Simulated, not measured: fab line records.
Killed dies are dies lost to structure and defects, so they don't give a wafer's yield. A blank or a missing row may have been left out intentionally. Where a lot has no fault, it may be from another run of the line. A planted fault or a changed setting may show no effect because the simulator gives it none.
Which of the tools did it? || flow sky130 || Sampling: 13 lots, 39 wafers, 5 of 708 route steps

== WHAT EACH GAUGE READ, for each wafer ==
SKY_POLY_CUT_CD_MEAS_08 targets a cd of 270 nm. Usual: cd nm at 269.8 nm, with a standard deviation of 1.5.
{"lot": "L304", "measured": "day 24 05:28", "on": "cd sem-02", "cd nm (nm)": "268.2 269.6 268.3", "flag": ""}
{"lot": "L306", "measured": "day 25 03:44", "on": "cd sem-01", "cd nm (nm)": "270.4 269.3 270.0", "flag": ""}
{"lot": "L309", "measured": "day 26 04:02", "on": "cd sem-02", "cd nm (nm)": "271.2 269.0 269.3", "flag": ""}
{"lot": "L311", "measured": "day 26 18:50", "on": "cd sem-02", "cd nm (nm)": "271.1 270.1 270.4", "flag": ""}
{"lot": "L312", "measured": "day 26 23:40", "on": "cd sem-02", "cd nm (nm)": "268.2 268.9 269.3", "flag": ""}
{"lot": "L313", "measured": "day 27 16:26", "on": "cd sem-02", "cd nm (nm)": "270.3 270.5 268.9", "flag": ""}
{"lot": "L316", "measured": "day 28 11:47", "on": "cd sem-02", "cd nm (nm)": "267.4 267.8 266.9", "flag": ""}
{"lot": "L317", "measured": "day 29 00:50", "on": "cd sem-01", "cd nm (nm)": "269.8 269.8 270.6", "flag": ""}
{"lot": "L318", "measured": "day 29 03:23", "on": "cd sem-01", "cd nm (nm)": "268.4 270.6 269.6", "flag": ""}
{"lot": "L321", "measured": "day 30 04:59", "on": "cd sem-02", "cd nm (nm)": "271.9 272.0 271.1", "flag": ""}
{"lot": "L322", "measured": "day 30 11:08", "on": "cd sem-01", "cd nm (nm)": "271.3 270.0 269.5", "flag": ""}
{"lot": "L323", "measured": "day 31 00:51", "on": "cd sem-01", "cd nm (nm)": "266.9 266.9 266.6", "flag": ""}
{"lot": "L326", "measured": "day 32 02:29", "on": "cd sem-01", "cd nm (nm)": "271.5 270.4 271.8", "flag": ""}

SKY_SD_N_RS_MEAS_18: a four-point-probe measurement. Usual: RES_XHIGH_RS 333.5 ohm/sq, standard deviation 1.3.
{"lot": "L304", "measured": "day 27 22:38", "on": "film metro-02", "RES_XHIGH_RS (ohm/sq)": "331.5 331.7 332.7", "flag": ""}
{"lot": "L306", "measured": "day 28 20:13", "on": "film metro-03", "RES_XHIGH_RS (ohm/sq)": "332.7 332.4 332.5", "flag": ""}
{"lot": "L309", "measured": "day 29 19:29", "on": "film metro-03", "RES_XHIGH_RS (ohm/sq)": "334.8 334.9 335.2", "flag": ""}
{"lot": "L311", "measured": "day 30 09:16", "on": "film metro-02", "RES_XHIGH_RS (ohm/sq)": "334.1 337.1 335.7", "flag": ""}
{"lot": "L312", "measured": "day 30 14:28", "on": "film metro-02", "RES_XHIGH_RS (ohm/sq)": "333.8 332.9 333.0", "flag": ""}
{"lot": "L313", "measured": "day 31 07:17", "on": "film metro-02", "RES_XHIGH_RS (ohm/sq)": "333.8 334.3 334.7", "flag": ""}
{"lot": "L316", "measured": "day 31 23:23", "on": "film metro-01", "RES_XHIGH_RS (ohm/sq)": "335.2 334.7 334.6", "flag": ""}
{"lot": "L317", "measured": "day 32 12:58", "on": "film metro-01", "RES_XHIGH_RS (ohm/sq)": "332.6 334.3 333.9", "flag": ""}
{"lot": "L318", "measured": "day 32 15:26", "on": "film metro-02", "RES_XHIGH_RS (ohm/sq)": "334.1 331.6 333.4", "flag": ""}
{"lot": "L321", "measured": "day 33 15:33", "on": "film metro-01", "RES_XHIGH_RS (ohm/sq)": "335.8 334.8 334.4", "flag": ""}
{"lot": "L322", "measured": "day 33 22:44", "on": "film metro-01", "RES_XHIGH_RS (ohm/sq)": "329.8 331.1 331.5", "flag": ""}
{"lot": "L323", "measured": "day 34 11:41", "on": "film metro-03", "RES_XHIGH_RS (ohm/sq)": "332.6 332.9 331.3", "flag": ""}
{"lot": "L326", "measured": "day 35 11:16", "on": "film metro-03", "RES_XHIGH_RS (ohm/sq)": "333.3 333.0 333.1", "flag": ""}

SKY_LI_CONTACT_CD_MEAS_12 targets a cd of 170 nm. Usual: cd nm at 170.0 nm, with a standard deviation of 1.6.
{"lot": "L304", "measured": "day 29 04:02", "on": "cd sem-01", "cd nm (nm)": "173.7 171.1 172.7", "flag": ""}
{"lot": "L306", "measured": "day 30 00:25", "on": "cd sem-01", "cd nm (nm)": "169.2 168.7 168.4", "flag": ""}
{"lot": "L309", "measured": "day 30 23:53", "on": "cd sem-01", "cd nm (nm)": "169.9 168.5 169.9", "flag": ""}
{"lot": "L311", "measured": "day 31 13:26", "on": "cd sem-02", "cd nm (nm)": "170.6 169.2 170.4", "flag": ""}
{"lot": "L312", "measured": "day 31 19:14", "on": "cd sem-02", "cd nm (nm)": "168.1 169.7 168.4", "flag": ""}
{"lot": "L313", "measured": "day 32 10:53", "on": "cd sem-01", "cd nm (nm)": "170.0 169.9 169.0", "flag": ""}
{"lot": "L316", "measured": "day 33 03:11", "on": "cd sem-01", "cd nm (nm)": "169.7 168.9 169.2", "flag": ""}
{"lot": "L317", "measured": "day 33 16:50", "on": "cd sem-02", "cd nm (nm)": "170.4 169.4 168.9", "flag": ""}
{"lot": "L318", "measured": "day 33 19:01", "on": "cd sem-01", "cd nm (nm)": "172.2 173.2 172.7", "flag": ""}
{"lot": "L321", "measured": "day 34 18:53", "on": "cd sem-01", "cd nm (nm)": "167.3 168.2 168.7", "flag": ""}
{"lot": "L322", "measured": "day 35 02:25", "on": "cd sem-01", "cd nm (nm)": "168.7 168.0 168.5", "flag": ""}
{"lot": "L323", "measured": "day 35 15:02", "on": "cd sem-02", "cd nm (nm)": "167.9 169.4 169.0", "flag": ""}
{"lot": "L326", "measured": "day 36 14:14", "on": "cd sem-02", "cd nm (nm)": "169.8 171.3 171.8", "flag": ""}

== WHAT TOOL EACH LOT RAN ON (gives the tool, then ch and the chambers of the sampled wafers, and finally the start) ==
{"lot": "L304", "SKY_RES_XHIGH_COAT_02": "litho track-01 ch 0, day 26 02:00", "SKY_RES_XHIGH_STRIP_08": "plasma asher-02 ch 0,1, day 26 16:26"}
{"lot": "L306", "SKY_RES_XHIGH_COAT_02": "litho track-01 ch 0, day 26 23:20", "SKY_RES_XHIGH_STRIP_08": "plasma asher-03 ch 0,1, day 27 14:29"}
{"lot": "L309", "SKY_RES_XHIGH_COAT_02": "litho track-03 ch 0, day 27 23:19", "SKY_RES_XHIGH_STRIP_08": "plasma asher-02 ch 0,1, day 28 13:56"}
{"lot": "L311", "SKY_RES_XHIGH_COAT_02": "litho track-03 ch 0, day 28 14:41", "SKY_RES_XHIGH_STRIP_08": "plasma asher-04 ch 0,1, day 29 04:59"}
{"lot": "L312", "SKY_RES_XHIGH_COAT_02": "litho track-03 ch 0, day 28 20:05", "SKY_RES_XHIGH_STRIP_08": "plasma asher-04 ch 0,1, day 29 10:08"}
{"lot": "L313", "SKY_RES_XHIGH_COAT_02": "litho track-02 ch 0, day 29 11:32", "SKY_RES_XHIGH_STRIP_08": "plasma asher-03 ch 0,1, day 30 02:19"}
{"lot": "L316", "SKY_RES_XHIGH_COAT_02": "litho track-01 ch 0, day 30 05:14", "SKY_RES_XHIGH_STRIP_08": "plasma asher-03 ch 0,1, day 30 19:28"}
{"lot": "L317", "SKY_RES_XHIGH_COAT_02": "litho track-01 ch 0, day 30 18:41", "SKY_RES_XHIGH_STRIP_08": "plasma asher-04 ch 0,1, day 31 08:26"}
{"lot": "L318", "SKY_RES_XHIGH_COAT_02": "litho track-01 ch 0, day 30 21:12", "SKY_RES_XHIGH_STRIP_08": "plasma asher-02 ch 1, day 31 10:47"}
{"lot": "L321", "SKY_RES_XHIGH_COAT_02": "litho track-02 ch 0, day 31 22:17", "SKY_RES_XHIGH_STRIP_08": "plasma asher-03 ch 0,1, day 32 11:50"}
{"lot": "L322", "SKY_RES_XHIGH_COAT_02": "litho track-02 ch 0, day 32 05:52", "SKY_RES_XHIGH_STRIP_08": "plasma asher-02 ch 0,1, day 32 18:47"}
{"lot": "L323", "SKY_RES_XHIGH_COAT_02": "litho track-03 ch 0, day 32 18:04", "SKY_RES_XHIGH_STRIP_08": "plasma asher-02 ch 0,1, day 33 08:20"}
{"lot": "L326", "SKY_RES_XHIGH_COAT_02": "litho track-02 ch 0, day 33 18:17", "SKY_RES_XHIGH_STRIP_08": "plasma asher-04 ch 0,1, day 34 07:38"}
- SKY_RES_XHIGH_COAT_02: resist thk 1140 nm.
- SKY_RES_XHIGH_STRIP_08: strips in O2/N2.

== AS READ BY THE TOOLS THEMSELVES (means over the sampled wafers that have a number; for cases with no such wafer, the mark the record gives instead) ==
SKY_RES_XHIGH_COAT_02. Usual: dispense pressure kPa at 51.6 kPa, with a standard deviation of 3.
{"lot": "L304", "tool": "litho track-01", "dispense pressure kPa (kPa)": 50.7, "flag": ""}
{"lot": "L306", "tool": "litho track-01", "dispense pressure kPa (kPa)": 50.8, "flag": ""}
{"lot": "L309", "tool": "litho track-03", "dispense pressure kPa (kPa)": 48.8, "flag": ""}
{"lot": "L311", "tool": "litho track-03", "dispense pressure kPa (kPa)": 48.9, "flag": ""}
{"lot": "L312", "tool": "litho track-03", "dispense pressure kPa (kPa)": 48.8, "flag": ""}
{"lot": "L313", "tool": "litho track-02", "dispense pressure kPa (kPa)": 56.0, "flag": ""}
{"lot": "L316", "tool": "litho track-01", "dispense pressure kPa (kPa)": 50.8, "flag": ""}
{"lot": "L317", "tool": "litho track-01", "dispense pressure kPa (kPa)": 50.7, "flag": ""}
{"lot": "L318", "tool": "litho track-01", "dispense pressure kPa (kPa)": 50.7, "flag": ""}
{"lot": "L321", "tool": "litho track-02", "dispense pressure kPa (kPa)": 56.1, "flag": ""}
{"lot": "L322", "tool": "litho track-02", "dispense pressure kPa (kPa)": 56.1, "flag": ""}
{"lot": "L323", "tool": "litho track-03", "dispense pressure kPa (kPa)": 48.8, "flag": ""}
{"lot": "L326", "tool": "litho track-02", "dispense pressure kPa (kPa)": 56.1, "flag": ""}

SKY_RES_XHIGH_STRIP_08. Usual: drypump motor current A 5.5 A, standard deviation 0.33; oes product au 0.711 a.u., standard deviation 0.0046; strip time to endpoint s 14.27 s, standard deviation 0.037.
{"lot": "L304", "tool": "plasma asher-02", "drypump motor current A (A)": 5.6, "oes product au (a.u.)": 0.715, "strip time to endpoint s (s)": 14.28, "flag": ""}
{"lot": "L306", "tool": "plasma asher-03", "drypump motor current A (A)": 5.6, "oes product au (a.u.)": 0.713, "strip time to endpoint s (s)": 14.25, "flag": ""}
{"lot": "L309", "tool": "plasma asher-02", "drypump motor current A (A)": 5.6, "oes product au (a.u.)": 0.710, "strip time to endpoint s (s)": 14.25, "flag": ""}
{"lot": "L311", "tool": "plasma asher-04", "drypump motor current A (A)": 5.1, "oes product au (a.u.)": 0.712, "strip time to endpoint s (s)": 14.23, "flag": ""}
{"lot": "L312", "tool": "plasma asher-04", "drypump motor current A (A)": 5.3, "oes product au (a.u.)": 0.710, "strip time to endpoint s (s)": 14.31, "flag": ""}
{"lot": "L313", "tool": "plasma asher-03", "drypump motor current A (A)": 5.8, "oes product au (a.u.)": 0.713, "strip time to endpoint s (s)": 14.27, "flag": ""}
{"lot": "L316", "tool": "plasma asher-03", "drypump motor current A (A)": 5.8, "oes product au (a.u.)": 0.708, "strip time to endpoint s (s)": 14.24, "flag": ""}
{"lot": "L317", "tool": "plasma asher-04", "drypump motor current A (A)": 5.0, "oes product au (a.u.)": 0.576, "strip time to endpoint s (s)": 8.41, "flag": "OFF"}
{"lot": "L318", "tool": "plasma asher-02", "drypump motor current A (A)": 5.6, "oes product au (a.u.)": 0.577, "strip time to endpoint s (s)": 8.46, "flag": "OFF"}
{"lot": "L321", "tool": "plasma asher-03", "drypump motor current A (A)": 5.8, "oes product au (a.u.)": 0.713, "strip time to endpoint s (s)": 14.30, "flag": ""}
{"lot": "L322", "tool": "plasma asher-02", "drypump motor current A (A)": 5.7, "oes product au (a.u.)": 0.713, "strip time to endpoint s (s)": 14.22, "flag": ""}
{"lot": "L323", "tool": "plasma asher-02", "drypump motor current A (A)": 5.6, "oes product au (a.u.)": 0.712, "strip time to endpoint s (s)": 14.25, "flag": ""}
{"lot": "L326", "tool": "plasma asher-04", "drypump motor current A (A)": 5.2, "oes product au (a.u.)": 0.715, "strip time to endpoint s (s)": 14.30, "flag": ""}

== THE ANSWER, worked out from the rows above alone ==
Rule: take the mean of a lot's wafers that have a number; if it is more than 3 standard deviations from the usual mean, the lot is off. Also off: a lot with no number at a reading for which 4 or more lots have one. The other lots that the step has rows for count as sound. After the gauges, taken in route order, come the tools' own readings; for these a lot's mean is taken, as printed above. The first step at which some lot is off is used, and at that step the reading that is off furthest; a lot without a number counts as furthest.
Off at SKY_RES_XHIGH_STRIP_08 (strip time to endpoint s): L317, L318.
If a tool, at that step or one of the process steps before it, ran each lot that is off and ran no sound lot following the first of them, it fits. One candidate fits, namely litho track-01 at SKY_RES_XHIGH_COAT_02. A fault onset in the window from L316 (day 30 05:14, its last sound lot) to L317 (day 30 18:41, its first lot off) fits.

== WHAT THE SIMULATOR PUT IN ==
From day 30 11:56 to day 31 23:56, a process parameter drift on litho track-01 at SKY_RES_XHIGH_COAT_02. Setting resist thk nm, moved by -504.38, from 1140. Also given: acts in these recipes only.
Lots struck among those shown: L317, L318. The same result came from the rule above.
